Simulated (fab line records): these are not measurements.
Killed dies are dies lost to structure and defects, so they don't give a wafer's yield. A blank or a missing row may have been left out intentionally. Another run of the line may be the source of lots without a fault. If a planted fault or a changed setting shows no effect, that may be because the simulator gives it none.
What tool caused it? + flow gf180mcu + 6 lots with 17 wafers sampled at 3 steps, on a route of 602 steps

## WHAT EACH GAUGE READ, for each wafer
GF_HV_LDD_TW_MEAS_50.
| lot  | measured     | on            | HV_LDD_4_TW |
|------|--------------|---------------|-------------|
| L261 | day 13 11:49 | film-metro-01 | 569 569 567 |
| L264 | day 14 02:13 | film-metro-04 | 575 574 572 |
| L268 | day 15 16:52 | film-metro-03 | 572 577 575 |
| L270 | day 16 00:19 | film-metro-01 | 537 540 571 |
| L273 | day 17 01:19 | film-metro-04 | 542 574     |
| L280 | day 19 11:16 | film-metro-03 | 573 569 573 |

## TOOL THAT RAN EACH LOT (tool first, then ch and the chambers of the sampled wafers, then the start)
| lot  | GF_HV_LDD_STRIP_22                   | GF_HV_LDD_IMPLANT_48            |
|------|--------------------------------------|---------------------------------|
| L261 | plasma-asher-01 ch 0,1, day 11 20:19 | implanter-04 ch 0, day 13 11:34 |
| L264 | plasma-asher-01 ch 0,1, day 12 09:52 | implanter-04 ch 0, day 14 01:59 |
| L268 | plasma-asher-02 ch 0,1, day 13 22:46 | implanter-02 ch 0, day 15 16:37 |
| L270 | plasma-asher-03 ch 0,1, day 14 04:46 | implanter-02 ch 0, day 16 00:04 |
| L273 | plasma-asher-02 ch 1, day 15 04:31   | implanter-02 ch 0, day 17 01:04 |
| L280 | plasma-asher-02 ch 0,1, day 17 10:49 | implanter-01 ch 0, day 19 11:02 |
- GF_HV_LDD_STRIP_22: strips in O2/N2.
- GF_HV_LDD_IMPLANT_48

## THE ANSWER, worked out from the rows above alone
Rule: the usual values come from the lots themselves. The widest of any qualifying gaps counts: lots, ordered by their means at a reading, are off when they make up no more than a third of the lots, leave a main group of 4 or more, and stand apart from it by 3 or more times the standard deviation of that group's means. Not used: any main group whose means are identical at the precision the tables above print for the reading. A lot without any number at a reading at which 4 lots or more have one is off too. Where the step has rows for the other lots, those lots are counted as sound.
Off: L270, L273, seen at GF_HV_LDD_TW_MEAS_50 (HV_LDD_4_TW). Mean 572 and standard deviation 2.4 in the main group.
A tool fits if, at a process step before that reading, it ran every lot that is off, and no sound lot after the first of them. Those tools and the gauges at GF_HV_LDD_TW_MEAS_50 are tried in the same way. One candidate fits, namely implanter-02 at GF_HV_LDD_IMPLANT_48. Its last sound lot is L268 (day 15 16:37), its first lot that is off L270 (day 16 00:04): a fault that began between those two fits.

## WHAT THE SIMULATOR HAD INSERTED
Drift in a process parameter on implanter-02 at GF_HV_LDD_IMPLANT_48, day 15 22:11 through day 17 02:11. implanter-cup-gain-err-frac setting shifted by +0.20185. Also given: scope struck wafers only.
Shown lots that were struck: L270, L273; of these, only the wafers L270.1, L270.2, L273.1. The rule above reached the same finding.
